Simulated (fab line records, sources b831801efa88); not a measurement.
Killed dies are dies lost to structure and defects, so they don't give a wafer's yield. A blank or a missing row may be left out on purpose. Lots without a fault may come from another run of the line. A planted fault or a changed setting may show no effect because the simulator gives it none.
Which tool did it? | flow gf180mcu | 12 lots, 36 wafers sampled, at 4 steps of a route of 602

WHAT THE GAUGES READ, wafer by wafer
GF_V1_THK_MEAS_01.
lot  | measured     | on            | V1_CVD_00_THK (nm)
L370 | day 17 03:28 | film_metro-04 | 610 617 609
L371 | day 17 10:51 | film_metro-04 | 614 619 617
L372 | day 17 20:25 | film_metro-04 | 623 620 617
L374 | day 18 19:04 | film_metro-01 | 626 614 624
L375 | day 19 02:20 | film_metro-02 | 623 619 624
L376 | day 19 09:14 | film_metro-02 | 608 607 608
L377 | day 19 18:41 | film_metro-01 | 622 621 621
L378 | day 20 04:53 | film_metro-04 | 612 606 607
L382 | day 22 15:02 | film_metro-02 | 616 623 628
L384 | day 22 21:32 | film_metro-04 | 624 621 618
L387 | day 24 04:08 | film_metro-02 | 605 619 612
L390 | day 24 11:36 | film_metro-02 | 629 612 613

WHICH TOOL RAN EACH LOT (tool, then ch and the chambers of the sampled wafers, then the start)
lot  | GF_HV_LDD_COAT_14                 | GF_HV_LDD_STRIP_22                   | GF_CONTACT_CMP_04
L370 | litho_track-02 ch 0, day 10 09:27 | plasma_asher-01 ch 0,1, day 10 19:02 | cmp-01 ch 0,1, day 15 04:27
L371 | litho_track-01 ch 0, day 10 17:09 | plasma_asher-01 ch 0,1, day 11 02:22 | cmp-01 ch 0,2,3, day 15 12:04
L372 | litho_track-03 ch 0, day 10 23:05 | plasma_asher-04 ch 0, day 11 08:43   | cmp-01 ch 1,2, day 15 20:21
L374 | litho_track-03 ch 0, day 11 16:59 | plasma_asher-04 ch 0,1, day 12 02:38 | cmp-01 ch 0,2,3, day 16 16:40
L375 | litho_track-01 ch 0, day 11 22:27 | plasma_asher-04 ch 1, day 12 08:32   | cmp-01 ch 0,2,3, day 17 00:00
L376 | litho_track-03 ch 0, day 12 03:40 | plasma_asher-03 ch 0,1, day 12 13:41 | cmp-02 ch 0,2,3, day 17 06:12
L377 | litho_track-01 ch 0, day 12 11:15 | plasma_asher-01 ch 0,1, day 12 21:04 | cmp-01 ch 1,2, day 17 15:51
L378 | litho_track-02 ch 0, day 12 20:39 | plasma_asher-04 ch 0,1, day 13 07:00 | cmp-01 ch 1,2,3, day 18 01:52
L382 | litho_track-03 ch 0, day 14 20:47 | plasma_asher-04 ch 0,1, day 15 08:18 | cmp-01 ch 2,3, day 20 12:40
L384 | litho_track-03 ch 0, day 15 03:25 | plasma_asher-04 ch 0,1, day 15 14:29 | cmp-02 ch 0,1,3, day 20 20:10
L387 | litho_track-03 ch 0, day 16 10:16 | plasma_asher-01 ch 0,1, day 16 22:16 | cmp-01 ch 0,1,2, day 22 05:19
L390 | litho_track-01 ch 0, day 16 16:30 | plasma_asher-01 ch 0,1, day 17 04:50 | cmp-01 ch 1,2,3, day 22 11:01
- GF_HV_LDD_COAT_14: resist thk 1000 nm.
- GF_HV_LDD_STRIP_22: strips in O2/N2.
- GF_CONTACT_CMP_04: polishes SiO2.

WHAT THE TOOLS THEMSELVES READ (means of the sampled wafers that have a number; where no wafer has one, the mark that the record gives instead)
GF_HV_LDD_COAT_14.
lot  | tool           | spin_speed_rpm (rpm)
L370 | litho_track-02 | 3000.8
L371 | litho_track-01 | 3003.4
L372 | litho_track-03 | 3000.6
L374 | litho_track-03 | 2999.6
L375 | litho_track-01 | 3001.0
L376 | litho_track-03 | 2999.5
L377 | litho_track-01 | 2999.7
L378 | litho_track-02 | 2999.8
L382 | litho_track-03 | 3235.8
L384 | litho_track-03 | 3234.3
L387 | litho_track-03 | 3235.3
L390 | litho_track-01 | 2997.5

GF_HV_LDD_STRIP_22.
lot  | tool            | drypump_motor_current_A (A) | heater_power_w (W) | oes_product_au (a.u.) | strip_time_to_endpoint_s (s)
L370 | plasma_asher-01 | 5.3                         | 389                | 0.718                 | 12.60
L371 | plasma_asher-01 | 5.4                         | 354                | 0.717                 | 12.60
L372 | plasma_asher-04 | 5.5                         | 358                | 0.716                 | 12.62
L374 | plasma_asher-04 | 5.7                         | 357                | 0.716                 | 12.62
L375 | plasma_asher-04 | 5.9                         | 370                | 0.712                 | 12.62
L376 | plasma_asher-03 | 5.8                         | 357                | 0.711                 | 12.62
L377 | plasma_asher-01 | 5.3                         | 391                | 0.717                 | 12.62
L378 | plasma_asher-04 | 5.8                         | 370                | 0.717                 | 12.67
L382 | plasma_asher-04 | 5.8                         | 363                | 0.716                 | 12.22
L384 | plasma_asher-04 | 5.6                         | 363                | 0.714                 | 12.18
L387 | plasma_asher-01 | 5.3                         | 385                | 0.722                 | 12.18
L390 | plasma_asher-01 | 5.3                         | 384                | 0.719                 | 12.65

GF_CONTACT_CMP_04.
lot  | tool   | motor_current_A (A) | time_to_endpoint_s (s)
L370 | cmp-01 | 12.9                | 116
L371 | cmp-01 | 12.0                | 117
L372 | cmp-01 | 12.6                | 115
L374 | cmp-01 | 12.1                | 109
L375 | cmp-01 | 11.9                | 114
L376 | cmp-02 | 12.1                | 113
L377 | cmp-01 | 12.5                | 110
L378 | cmp-01 | 12.1                | 119
L382 | cmp-01 | 11.6                | 111
L384 | cmp-02 | 12.4                | 102
L387 | cmp-01 | 12.0                | 121
L390 | cmp-01 | 12.3                | 111

THE ANSWER, worked out from the rows above alone
Rule: what is usual is taken from the lots themselves. Put in order of their means at a reading, lots are off if they are a third of the lots or fewer, leave a main group of 4 or more, and stand apart from it by a gap of 3 or more times the standard deviation of the main group's means; of several such gaps the widest counts. A main group whose means are all the same, to the digits that the tables above print for the reading, isn't used. A lot without any number at a reading at which 4 lots or more have one is off too. The other lots that the step has rows for count as sound. The gauges are gone through in route order, then the tools' own readings, and for those a lot's mean is taken as printed above. The first step at which some lot is off is used, and at that step the reading that is off furthest; a lot without a number counts as furthest.
Off: L382, L384, L387, at GF_HV_LDD_COAT_14 (spin_speed_rpm). The main group: mean 3000.2 rpm, standard deviation 1.5.
A tool fits if, at that step or a process step before it, it ran every lot that is off, and no sound lot after the first of them. One fits: litho_track-03 at GF_HV_LDD_COAT_14. Its last sound lot is L376 (day 12 03:40), its first lot that is off L382 (day 14 20:47): a fault that began between those two fits.
The tool's own readings at GF_HV_LDD_COAT_14 bear it out: on the lots that are off they differ by more than 5 times the standard deviation of the sound lots' means. spin_speed_rpm reads 3235.1 rpm there against 3000.2 rpm on the sound lots.

WHAT THE SIMULATOR HAD PUT IN
Process parameter drift: litho_track-03, from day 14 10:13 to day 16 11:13, at GF_HV_LDD_COAT_14. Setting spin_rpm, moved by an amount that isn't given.
Lots struck among those shown: L382, L384, L387. The rule above found the same.
